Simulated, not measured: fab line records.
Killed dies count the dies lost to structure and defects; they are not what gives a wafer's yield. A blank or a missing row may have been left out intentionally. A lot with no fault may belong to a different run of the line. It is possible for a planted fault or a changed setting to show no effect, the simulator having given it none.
8D (eight disciplines) problem report, filled in by code    flow sky130    the parts of the form that need people (team, actions taken, sign-off) are left out

1. THE ISSUE
killedAtFrontEnd at SKY_PAD_OPEN_PROBE_99 reads a mean of 78 on 2 wafers of 2 lots; wafers without a fault read 16 with a standard deviation of 4.7. That is +13 standard deviations from the usual mean.
First observed at day 49 02:41: wafer L367.1, on prober-02. At this step, 10 wafers from 4 lots have a number in the record. Rule for "out" (also "out of limits"): further than 4 standard deviations from the usual mean. All remaining wafers that have a number are taken as sound.

2. WHAT IT IS, WHAT IT ISN'T
question                     is                            is not
which readings at this step  killedAtFrontEnd, killedDies  killedAtContacts, killedAtOther, killedOpen
which lots                   L367, L368                    L375, L377
which wafers of those lots   L367.1, L368.5                L368.2, L368.6
read on which tools          prober-02                     prober-01
when                         from day 49 02:41             up to then (0 sound wafers); but 8 sound wafers of L368, L375, L377 came after

3. THE SUSPECTS, EACH WITH WHAT RULES IT OUT
Counting: if a tool at a process step up to the reading ran every lot that is out, it stays a suspect. Sound lots after the first of them don't rule it out here, since some wafers of a struck lot are sound.
- plasmaAsher-01 at SKY_VT_ADJUST_HVTP_STRIP_10 (strips in O2/N2): kept. It ran every lot that is out, first L367 (day 9 06:55).
- plasmaAsher-02 at SKY_VT_ADJUST_LVTN_STRIP_09 (strips in O2/N2): kept. It ran every lot that is out, first L367 (day 10 05:26).
- prober-02 at SKY_PAD_OPEN_PROBE_99: kept. It ran every lot that is out, first L367 (day 49 02:41). Its own readings are out on those wafers: killedAtFrontEnd, killedDies.
- At SKY_VT_ADJUST_LVTN_STRIP_09 on plasmaAsher-02, chamber 0 took the sound wafers of the same lots and chamber 1 took the wafers that are out.
plasmaAsher-01 at SKY_VT_ADJUST_HVTP_STRIP_10, plasmaAsher-02 at SKY_VT_ADJUST_LVTN_STRIP_09 and prober-02 at SKY_PAD_OPEN_PROBE_99 are what is left after counting.

4. THE CAUSE (what the simulator had put in)
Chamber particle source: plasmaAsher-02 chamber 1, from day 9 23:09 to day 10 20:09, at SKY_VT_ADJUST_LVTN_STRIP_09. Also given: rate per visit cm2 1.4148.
Counting left 3 suspects, and this tool is among them.

5. THE CHAIN OF EFFECTS, in route order
One row per reading whose mean, taken over the struck wafers that have a number, lies over 3 standard deviations from the usual. Readings are gone through only where the record gives a usual standard deviation; hours: the median, over the lots, of the time from a lot's start at the first step in this table giving one to that lot's start at this step; sigmas: the change measured in usual standard deviations.
hours  step                   reading           usual  on struck wafers  change  sigmas
0      SKY_PAD_OPEN_PROBE_99  killedAtFrontEnd  16     78                +62     +13
0      SKY_PAD_OPEN_PROBE_99  killedDies        87     152               +64     +6.4
Process steps it contains:
- SKY_PAD_OPEN_PROBE_99

6. WHAT WOULD HAVE CAUGHT IT SOONER
The fault began at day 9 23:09; the first out-of-limits reading in this record came at day 49 02:41, 940 hours later.
An alarm limit of 4 standard deviations would not have fired on the tool readings at SKY_VT_ADJUST_LVTN_STRIP_09 for which the record gives a usual standard deviation, since none of them was out on any struck wafer.
Lots out: 2; all had begun SKY_VT_ADJUST_LVTN_STRIP_09 on plasmaAsher-02 by day 49 02:41. Holding the tool at that point would not have protected any of them.
